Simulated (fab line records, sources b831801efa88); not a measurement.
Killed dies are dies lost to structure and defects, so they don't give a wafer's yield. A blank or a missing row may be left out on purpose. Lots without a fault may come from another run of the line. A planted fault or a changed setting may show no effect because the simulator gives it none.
fab line records | flow gf180mcu | part 1 of 2: steps 1 to 28 of 39
record lots=5 wafers=15 last_day=34
route steps=602 shown HV_LDD@201 NSD@235
lots that met no fault: from a run of the same line without faults
start_h: hours from the record's first day to the start of the lot's first wafer shown | wait_h: hours since the lot's step before | " the same as in the row above | L1.1+2: a row that stands for several wafers | - no value, or no start given | * or withheld: withheld | < > ~ a bound
route shown NAME@n: a module of which the file shows steps, and the number in the route of the first | usual: mean/standard deviation of fault-free wafers | same: alike in all rows | chamber/n: place in a boat | sites: the reading at each site | _std_site: their standard deviation | _edge_site: outer sites' mean less inner sites' | radius_mm: how far each site lies from the wafer's centre | mask NAME#n: copy n | behind: the tool/chamber that last shaped the wafer | hold: why the lot was held/for how many hours/how that ended | device: the transistor (n, p or np) that didn't switch | end of line: the same wafers' tests at the end of the route | a step without rows: its recipe alone | killed: dies lost to structure and defects at the first sort, not the wafer's yield | map: a wafer's dies, x killed, . not, _ none there
set.NAME: the setting as run; set.NAME@STEP: as run at that earlier step | model.NAME: the simulator's own value behind a step, which no gauge read
lots at some steps of the route; a table a step, a row a wafer
services: from which hour (start_h, from the record's first day; less than 0 if before it) a tool's chamber was out of use, for how many hours, and why
## steps
# step GF_HV_LDD_HMDS_25
# recipe prime_time_s=60 prime_temp_c=120
# usual exhaust_pa=45.0/1
# columns lot.wafer tool chamber start_h wait_h exhaust_pa
L084.1 litho_track-02 0 319.41 0.1 46.3
L084.5 " 0 " " 46.8
L084.6 " 0 " " 45.6
L088.2 litho_track-03 0 355.07 0.1 43.1
L088.3 " 0 " " 43.8
L088.4 " 0 " " 45.0
L093.1 litho_track-01 0 399.16 0.1 43.3
L093.2 " 0 " " 43.7
L093.4 " 0 " " 43.1
L095.2 litho_track-01 0 401.13 0.1 44.8
L095.3 " 0 " " 44.6
L095.5 " 0 " " 44.6
L097.3 litho_track-03 0 432.24 0.1 44.3
L097.5 " 0 " " 46.3
L097.6 " 0 " " 45.6
# step GF_HV_LDD_COAT_26
# recipe resist=NOVOLAK spin_rpm=3000 resist_thk_nm=1000
# usual exhaust_pa=45.0/0.9 spin_speed_rpm=2999.9/2
# columns lot.wafer tool chamber start_h wait_h exhaust_pa spin_speed_rpm
L084.1 litho_track-02 0 319.56 0.1 45.0 2997.1
L084.5 " 0 " " 43.7 2998.3
L084.6 " 0 " " 43.7 2998.2
L088.2 litho_track-03 0 355.22 0.1 45.7 3002.8
L088.3 " 0 " " 43.9 3001.8
L088.4 " 0 " " 45.3 2999.0
L093.1 litho_track-01 0 399.31 0.1 45.1 3000.9
L093.2 " 0 " " 44.2 3000.4
L093.4 " 0 " " 44.8 3000.3
L095.2 litho_track-01 0 401.28 0.1 45.6 3001.2
L095.3 " 0 " " 44.4 3002.2
L095.5 " 0 " " 44.8 2998.5
L097.3 litho_track-03 0 432.39 0.1 44.7 3001.0
L097.5 " 0 " " 44.3 2998.6
L097.6 " 0 " " 45.5 2999.0
# step GF_HV_LDD_SOFTBAKE_27
# recipe temp_c=90 time_s=60 resist=NOVOLAK
# usual exhaust_pa=45.1/0.95
# columns lot.wafer tool chamber start_h wait_h exhaust_pa
L084.1 litho_track-02 0 319.71 0.1 46.5
L084.5 " 0 " " 47.0
L084.6 " 0 " " 47.1
L088.2 litho_track-03 0 355.37 0.1 44.6
L088.3 " 0 " " 44.4
L088.4 " 0 " " 43.4
L093.1 litho_track-01 0 399.46 0.1 43.4
L093.2 " 0 " " 44.7
L093.4 " 0 " " 43.9
L095.2 litho_track-01 0 401.43 0.1 46.1
L095.3 " 0 " " 44.4
L095.5 " 0 " " 46.4
L097.3 litho_track-03 0 432.54 0.1 44.7
L097.5 " 0 " " 44.4
L097.6 " 0 " " 43.1
# step GF_HV_LDD_EXPOSE_28
# recipe mask_id=Nplus_HV_AREA target_cd_nm=400 na=0.6 source_shape=conventional sigma_outer=0.6 dose_mj=140
# columns lot.wafer tool chamber start_h wait_h mask
L084.1+5+6 iline_stepper-02 0 - - Nplus_HV_AREA#0
L088.2+3+4 iline_stepper-02 0 - - Nplus_HV_AREA#0
L093.1+2+4 iline_stepper-01 0 - - Nplus_HV_AREA#0
L095.2+3+5 iline_stepper-01 0 - - Nplus_HV_AREA#0
L097.3+5+6 iline_stepper-01 0 - - Nplus_HV_AREA#0
# step GF_HV_LDD_PEB_29
# recipe temp_c=withheld time_s=* resist=NOVOLAK
# usual exhaust_pa=45.0/1.1
# columns lot.wafer tool chamber start_h wait_h exhaust_pa
L084.1 litho_track-03 0 - - 47.9
L084.5 " 0 " " 44.9
L084.6 " 0 " " 45.5
L088.2 litho_track-01 0 - - 44.1
L088.3 " 0 " " 44.5
L088.4 " 0 " " 44.4
L093.1 litho_track-03 0 - - 44.3
L093.2 " 0 " " 44.7
L093.4 " 0 " " 45.6
L095.2 litho_track-03 0 - - 45.0
L095.3 " 0 " " 44.7
L095.5 " 0 " " 46.3
L097.3 litho_track-01 0 - - 44.7
L097.5 " 0 " " 46.9
L097.6 " 0 " " 45.3
# step GF_HV_LDD_DEVELOP_30
# recipe develop_time_s=60 dev_temp_c=23
# usual exhaust_pa=44.9/0.96
# columns lot.wafer tool chamber start_h wait_h exhaust_pa
L084.1 litho_track-03 0 330.39 0.1 45.7
L084.5 " 0 " " 43.5
L084.6 " 0 " " 45.5
L088.2 litho_track-01 0 365.88 0.1 45.5
L088.3 " 0 " " 45.6
L088.4 " 0 " " 43.9
L093.1 litho_track-03 0 410.24 0.1 46.6
L093.2 " 0 " " 45.2
L093.4 " 0 " " 44.3
L095.2 litho_track-03 0 412.67 0.1 45.3
L095.3 " 0 " " 45.4
L095.5 " 0 " " 44.3
L097.3 litho_track-01 0 444.21 0.1 44.7
L097.5 " 0 " " 46.4
L097.6 " 0 " " 46.1
# step GF_HV_LDD_CD_MEAS_31
# recipe target_cd_nm=400
# usual cd_nm=400.0/2.5
# columns lot.wafer tool chamber start_h wait_h cd_nm
L084.1 cd_sem-02 - 330.54 0.1 404.9
L084.5 " - " " 403.0
L084.6 " - " " 400.1
L088.2 cd_sem-01 - 366.03 0.1 404.6
L088.3 " - " " 405.3
L088.4 " - " " 405.6
L093.1 cd_sem-01 - 410.47 0.2 403.2
L093.2 " - " " 402.3
L093.4 " - " " 400.6
L095.2 cd_sem-01 - 412.81 0.1 404.4
L095.3 " - " " 401.1
L095.5 " - " " 402.9
L097.3 cd_sem-01 - 444.35 0.1 398.2
L097.5 " - " " 397.9
L097.6 " - " " 399.3
# step GF_HV_LDD_OVL_MEAS_32
# usual HV_LDD_02_OVL=-0.9/1.3
# columns lot.wafer tool chamber start_h wait_h HV_LDD_02_OVL[nm]
L084.1 overlay-01 - 330.66 0.1 -3.7
L084.5 " - " " -3.7
L084.6 " - " " -4.3
L088.2 overlay-01 - 366.13 0.1 -0.3
L088.3 " - " " -0.3
L088.4 " - " " -0.2
L093.1 overlay-01 - 410.59 0.1 -0.7
L093.2 " - " " -0.3
L093.4 " - " " 1.8
L095.2 overlay-01 - 412.92 0.1 -2.9
L095.3 " - " " -0.1
L095.5 " - " " -2.7
L097.3 overlay-01 - 444.44 0.1 -2.9
L097.5 " - " " -0.8
L097.6 " - " " -1.3
# step GF_HV_LDD_IMPLANT_33
# recipe species=P energy_kev=60 dose_cm2=7.5e+12 tilt_deg=30 rotation_deg=0
# columns lot.wafer tool chamber start_h wait_h
L084.1+5+6 implanter-04 0 330.70 0.0
L088.2+3+4 implanter-02 0 366.19 0.0
L093.1+2+4 implanter-04 0 410.63 0.0
L095.2+3+5 implanter-04 0 412.97 0.0
L097.3+5+6 implanter-02 0 444.51 0.1
# step GF_HV_LDD_IMPLANT_34
# recipe species=P energy_kev=60 dose_cm2=7.5e+12 tilt_deg=30 rotation_deg=90
# columns lot.wafer tool chamber start_h wait_h
L084.1+5+6 implanter-04 0 330.85 0.1
L088.2+3+4 implanter-02 0 366.34 0.1
L093.1+2+4 implanter-04 0 410.78 0.1
L095.2+3+5 implanter-04 0 413.12 0.1
L097.3+5+6 implanter-02 0 444.66 0.1
# step GF_HV_LDD_IMPLANT_35
# recipe species=P energy_kev=60 dose_cm2=7.5e+12 tilt_deg=30 rotation_deg=180
# columns lot.wafer tool chamber start_h wait_h
L084.1+5+6 implanter-04 0 331.00 0.1
L088.2+3+4 implanter-02 0 366.49 0.1
L093.1+2+4 implanter-04 0 410.93 0.1
L095.2+3+5 implanter-04 0 413.27 0.1
L097.3+5+6 implanter-02 0 444.81 0.1
# step GF_HV_LDD_IMPLANT_36
# recipe species=P energy_kev=60 dose_cm2=7.5e+12 tilt_deg=30 rotation_deg=270
# columns lot.wafer tool chamber start_h wait_h
L084.1+5+6 implanter-04 0 331.15 0.1
L088.2+3+4 implanter-02 0 366.64 0.1
L093.1+2+4 implanter-04 0 411.08 0.1
L095.2+3+5 implanter-04 0 413.42 0.1
L097.3+5+6 implanter-02 0 444.96 0.1
# step GF_HV_LDD_STRIP_37
# recipe chemistry=O2/N2 power_w=1400 pressure_mtorr=1500 platen_temp_c=250 o2_flow_sccm=3000 n2_flow_sccm=300 overash_fraction=0.5
# usual drypump_motor_current_A=6.1/0.42 heater_power_w=338/34 oes_product_au=0.716/0.0044 strip_time_to_endpoint_s=12.62/0.036
# columns lot.wafer tool chamber start_h wait_h drypump_motor_current_A heater_power_w oes_product_au rf_hours_counter_h strip_time_to_endpoint_s
L084.1 plasma_asher-02 0 331.30 0.1 6.5 381 0.718 22 12.61
L084.5 " 0 " " 6.5 379 0.723 - 12.65
L084.6 " 1 " " 5.5 301 0.712 - 12.61
L088.2 plasma_asher-02 1 366.76 0.1 5.5 294 0.714 26 12.61
L088.3 " 0 " " 6.5 384 0.718 - 12.59
L088.4 " 1 " " 5.5 298 0.715 - 12.59
L093.1 plasma_asher-01 0 411.23 0.1 6.4 298 0.711 79 12.59
L093.2 " 1 " " 6.1 334 0.708 79 12.60
L093.4 " 1 " " 6.1 337 0.712 - 12.60
L095.2 plasma_asher-02 1 413.55 0.1 5.5 309 0.718 31 12.59
L095.3 " 0 " " 6.5 391 0.720 - 12.67
L095.5 " 0 " " 6.5 381 0.711 - 12.61
L097.3 plasma_asher-01 1 445.09 0.1 6.1 326 0.713 - 12.58
L097.5 " 1 " " 6.1 334 0.724 - 12.60
L097.6 " 0 " " 6.4 291 0.721 - 12.59
# step GF_HV_LDD_TW_MEAS_38
# usual HV_LDD_3_TW=1430/8.6
# columns lot.wafer tool chamber start_h wait_h HV_LDD_3_TW
L084.1 film_metro-03 - 331.40 0.1 1429
L084.5 " - " " 1430
L084.6 " - " " 1438
L088.2 film_metro-01 - 366.87 0.1 1451
L088.3 " - " " 1441
L088.4 " - " " 1444
L093.1 film_metro-01 - 411.33 0.1 1425
L093.2 " - " " 1428
L093.4 " - " " 1430
L095.2 film_metro-01 - 413.66 0.1 1434
L095.3 " - " " 1427
L095.5 " - " " 1424
L097.3 film_metro-04 - 445.18 0.1 1426
L097.5 " - " " 1434
L097.6 " - " " 1421
# step GF_HV_LDD_DEHYDRATE_39
# recipe temp_c=200 time_s=60
# usual exhaust_pa=45.2/0.9
# columns lot.wafer tool chamber start_h wait_h exhaust_pa
L084.1 litho_track-03 0 341.44 10.0 45.1
L084.5 " 0 " " 46.4
L084.6 " 0 " " 45.8
L088.2 litho_track-02 0 377.63 10.7 44.5
L088.3 " 0 " " 45.2
L088.4 " 0 " " 44.6
L093.1 litho_track-03 0 422.49 11.2 44.5
L093.2 " 0 " " 44.0
L093.4 " 0 " " 44.6
L095.2 litho_track-01 0 425.63 12.0 44.4
L095.3 " 0 " " 46.1
L095.5 " 0 " " 45.9
L097.3 litho_track-03 0 456.94 11.7 45.7
L097.5 " 0 " " 45.8
L097.6 " 0 " " 47.0
# step GF_HV_LDD_HMDS_40
# recipe prime_time_s=60 prime_temp_c=120
# usual exhaust_pa=45.1/0.99
# columns lot.wafer tool chamber start_h wait_h exhaust_pa
L084.1 litho_track-03 0 341.59 0.1 45.2
L084.5 " 0 " " 44.5
L084.6 " 0 " " 43.4
L088.2 litho_track-02 0 377.78 0.1 45.3
L088.3 " 0 " " 45.2
L088.4 " 0 " " 45.9
L093.1 litho_track-03 0 422.64 0.1 44.5
L093.2 " 0 " " 45.2
L093.4 " 0 " " 46.7
L095.2 litho_track-01 0 425.78 0.1 44.6
L095.3 " 0 " " 44.6
L095.5 " 0 " " 45.2
L097.3 litho_track-03 0 457.09 0.1 43.4
L097.5 " 0 " " 44.4
L097.6 " 0 " " 44.6
# step GF_HV_LDD_COAT_41
# recipe resist=NOVOLAK spin_rpm=3000 resist_thk_nm=1000
# usual exhaust_pa=45.2/0.9 spin_speed_rpm=3000.0/1.9
# columns lot.wafer tool chamber start_h wait_h exhaust_pa spin_speed_rpm
L084.1 litho_track-03 0 341.74 0.1 45.1 3002.3
L084.5 " 0 " " 45.0 3001.8
L084.6 " 0 " " 45.6 3002.6
L088.2 litho_track-02 0 377.93 0.1 44.3 3000.5
L088.3 " 0 " " 45.0 3000.2
L088.4 " 0 " " 46.6 3000.8
L093.1 litho_track-03 0 422.79 0.1 45.4 2994.0
L093.2 " 0 " " 46.7 2999.7
L093.4 " 0 " " 46.3 2998.1
L095.2 litho_track-01 0 425.93 0.1 45.2 3001.7
L095.3 " 0 " " 46.3 2998.9
L095.5 " 0 " " 44.3 3001.8
L097.3 litho_track-03 0 457.24 0.1 43.4 3003.5
L097.5 " 0 " " 45.8 3002.8
L097.6 " 0 " " 43.4 2999.2
# step GF_HV_LDD_SOFTBAKE_42
# recipe temp_c=90 time_s=60 resist=NOVOLAK
# usual exhaust_pa=45.3/0.89
# columns lot.wafer tool chamber start_h wait_h exhaust_pa
L084.1 litho_track-03 0 341.89 0.1 45.4
L084.5 " 0 " " 44.9
L084.6 " 0 " " 45.7
L088.2 litho_track-02 0 378.08 0.1 45.1
L088.3 " 0 " " 45.3
L088.4 " 0 " " 45.5
L093.1 litho_track-03 0 422.94 0.1 45.0
L093.2 " 0 " " 45.5
L093.4 " 0 " " 44.9
L095.2 litho_track-01 0 426.08 0.1 46.1
L095.3 " 0 " " 43.4
L095.5 " 0 " " 45.4
L097.3 litho_track-03 0 457.39 0.1 46.2
L097.5 " 0 " " 46.4
L097.6 " 0 " " 47.2
# step GF_HV_LDD_EXPOSE_43
# recipe mask_id=Pplus_HV_AREA target_cd_nm=400 na=0.6 source_shape=conventional sigma_outer=0.6 dose_mj=140
# columns lot.wafer tool chamber start_h wait_h mask
L084.1+5+6 iline_stepper-02 0 - - Pplus_HV_AREA#0
L088.2+3+4 iline_stepper-01 0 - - Pplus_HV_AREA#0
L093.1+2+4 iline_stepper-02 0 - - Pplus_HV_AREA#0
L095.2+3+5 iline_stepper-01 0 - - Pplus_HV_AREA#0
L097.3+5+6 iline_stepper-02 0 - - Pplus_HV_AREA#0
# step GF_HV_LDD_PEB_44
# recipe temp_c=withheld time_s=* resist=NOVOLAK
# usual exhaust_pa=45.0/1
# columns lot.wafer tool chamber start_h wait_h exhaust_pa
L084.1 litho_track-03 0 - - 44.5
L084.5 " 0 " " 43.5
L084.6 " 0 " " 46.0
L088.2 litho_track-01 0 - - 45.5
L088.3 " 0 " " 45.7
L088.4 " 0 " " 45.6
L093.1 litho_track-02 0 - - 44.5
L093.2 " 0 " " 43.7
L093.4 " 0 " " 45.6
L095.2 litho_track-02 0 - - 46.2
L095.3 " 0 " " 45.6
L095.5 " 0 " " 46.4
L097.3 litho_track-01 0 - - 43.5
L097.5 " 0 " " 44.3
L097.6 " 0 " " 45.3
# step GF_HV_LDD_DEVELOP_45
# recipe develop_time_s=60 dev_temp_c=23
# usual exhaust_pa=44.9/0.75
# columns lot.wafer tool chamber start_h wait_h exhaust_pa
L084.1 litho_track-03 0 352.29 0.1 45.3
L084.5 " 0 " " 45.1
L084.6 " 0 " " 45.2
L088.2 litho_track-01 0 388.38 0.1 46.3
L088.3 " 0 " " 46.7
L088.4 " 0 " " 45.2
L093.1 litho_track-02 0 434.11 0.1 43.7
L093.2 " 0 " " 44.6
L093.4 " 0 " " 45.0
L095.2 litho_track-02 0 437.68 0.1 45.1
L095.3 " 0 " " 44.2
L095.5 " 0 " " 44.0
L097.3 litho_track-01 0 468.65 0.1 44.6
L097.5 " 0 " " 44.9
L097.6 " 0 " " 45.6
# step GF_HV_LDD_CD_MEAS_46
# recipe target_cd_nm=400
# usual cd_nm=399.6/2.3
# columns lot.wafer tool chamber start_h wait_h cd_nm
L084.1 cd_sem-02 - 352.44 0.1 396.5
L084.5 " - " " 399.0
L084.6 " - " " 397.2
L088.2 cd_sem-02 - 388.53 0.1 395.5
L088.3 " - " " 397.4
L088.4 " - " " 396.2
L093.1 cd_sem-01 - 434.26 0.1 398.9
L093.2 " - " " 398.6
L093.4 " - " " 401.1
L095.2 cd_sem-02 - 437.83 0.1 399.1
L095.3 " - " " 400.1
L095.5 " - " " 400.1
L097.3 cd_sem-01 - 468.79 0.1 395.0
L097.5 " - " " 395.6
L097.6 " - " " 395.8
# step GF_HV_LDD_OVL_MEAS_47
# usual HV_LDD_03_OVL=0.9/1.3
# columns lot.wafer tool chamber start_h wait_h HV_LDD_03_OVL[nm]
L084.1 overlay-02 - 352.56 0.1 1.9
L084.5 " - " " -0.3
L084.6 " - " " 1.6
L088.2 overlay-01 - 388.63 0.1 1.7
L088.3 " - " " 2.2
L088.4 " - " " 0.9
L093.1 overlay-02 - 434.38 0.1 -0.2
L093.2 " - " " 1.2
L093.4 " - " " 1.8
L095.2 overlay-02 - 437.93 0.1 -1.4
L095.3 " - " " -2.0
L095.5 " - " " -2.5
L097.3 overlay-01 - 468.89 0.1 0.3
L097.5 " - " " 1.0
L097.6 " - " " 0.0
# step GF_HV_LDD_IMPLANT_48
# recipe species=B energy_kev=25 dose_cm2=3e+13 tilt_deg=7
# columns lot.wafer tool chamber start_h wait_h
L084.1+5+6 implanter-04 0 352.60 0.0
L088.2+3+4 implanter-02 0 388.69 0.0
L093.1+2+4 implanter-04 0 434.41 0.0
L095.2+3+5 implanter-02 0 437.99 0.0
L097.3+5+6 implanter-02 0 468.96 0.1
# step GF_HV_LDD_STRIP_49
# recipe chemistry=O2/N2 power_w=1400 pressure_mtorr=1500 platen_temp_c=250 o2_flow_sccm=3000 n2_flow_sccm=300 overash_fraction=0.5
# usual drypump_motor_current_A=6.1/0.39 heater_power_w=337/32 oes_product_au=0.715/0.0042 strip_time_to_endpoint_s=12.62/0.031
# columns lot.wafer tool chamber start_h wait_h drypump_motor_current_A heater_power_w oes_product_au rf_hours_counter_h strip_time_to_endpoint_s
L084.1 plasma_asher-01 1 352.75 0.1 6.1 334 0.710 73 12.61
L084.5 " 1 " " 6.1 337 0.715 - 12.62
L084.6 " 0 " " 6.4 302 0.714 - 12.58
L088.2 plasma_asher-01 0 388.81 0.1 6.4 299 0.715 77 12.68
L088.3 " 1 " " 6.1 331 0.715 - 12.64
L088.4 " 0 " " 6.4 300 0.714 - 12.66
L093.1 plasma_asher-03 0 434.56 0.1 6.4 344 0.710 77 12.63
L093.2 " 1 " " 5.6 360 0.716 77 12.63
L093.4 " 1 " " 5.6 354 0.710 - 12.62
L095.2 plasma_asher-03 1 438.11 0.1 5.6 366 0.713 77 12.64
L095.3 " 0 " " 6.3 343 0.711 - 12.64
L095.5 " 0 " " 6.3 349 0.722 - 12.64
L097.3 plasma_asher-03 0 469.09 0.1 6.3 347 0.716 - 12.62
L097.5 " 1 " " 5.7 349 0.716 - 12.66
L097.6 " 0 " " 6.3 348 0.715 - 12.61
# step GF_HV_LDD_TW_MEAS_50
# usual HV_LDD_4_TW=566/4
# columns lot.wafer tool chamber start_h wait_h HV_LDD_4_TW
L084.1 film_metro-04 - 352.85 0.1 565
L084.5 " - " " 565
L084.6 " - " " 565
L088.2 film_metro-04 - 388.92 0.1 565
L088.3 " - " " 563
L088.4 " - " " 563
L093.1 film_metro-04 - 434.66 0.1 566
L093.2 " - " " 566
L093.4 " - " " 568
L095.2 film_metro-03 - 438.22 0.1 560
L095.3 " - " " 564
L095.5 " - " " 563
L097.3 film_metro-03 - 469.18 0.1 560
L097.5 " - " " 561
L097.6 " - " " 561
# step GF_HV_LDD_CLEAN_51
# recipe chemistry=SC1/SC2 mix=1:4:20 temp_c=70 time_s=150 dry=n2_spin
# columns lot.wafer tool chamber start_h wait_h
L084.1+5+6 wet_bench-01 2 352.91 0.1
L088.2+3+4 wet_bench-03 0 388.97 0.0
L093.1+2+4 wet_bench-03 3 434.72 0.1
L095.2+3+5 wet_bench-02 0 438.27 0.0
L097.3+5+6 wet_bench-01 2 469.22 0.0
# step GF_HV_LDD_RTA_52
# recipe temp_c=1000 time_s=10 ambient=N2
# usual lamp_power_pct=33.1/0.33 wafer_temp_C_max=1004.5/1.2
# columns lot.wafer tool chamber start_h wait_h lamp_power_pct wafer_temp_C_max
L084.1 rtp_anneal-02 0 353.02 0.0 32.7 1003.5
L084.5 " 0 " " 32.8 1005.5
L084.6 " 0 " " 32.8 1003.1
L088.2 rtp_anneal-01 0 389.03 0.0 33.5 1007.2
L088.3 " 0 " " 33.4 1003.6
L088.4 " 0 " " 33.4 1003.4
L093.1 rtp_anneal-01 0 434.77 0.0 33.4 1006.6
L093.2 " 0 " " 33.4 1005.1
L093.4 " 0 " " 33.4 1005.0
L095.2 rtp_anneal-02 0 438.34 0.0 32.8 1004.2
L095.3 " 0 " " 32.8 1004.8
L095.5 " 0 " " 32.8 1003.8
L097.3 rtp_anneal-02 0 469.29 0.0 32.8 1002.6
L097.5 " 0 " " 32.8 1004.3
L097.6 " 0 " " 32.8 1004.5
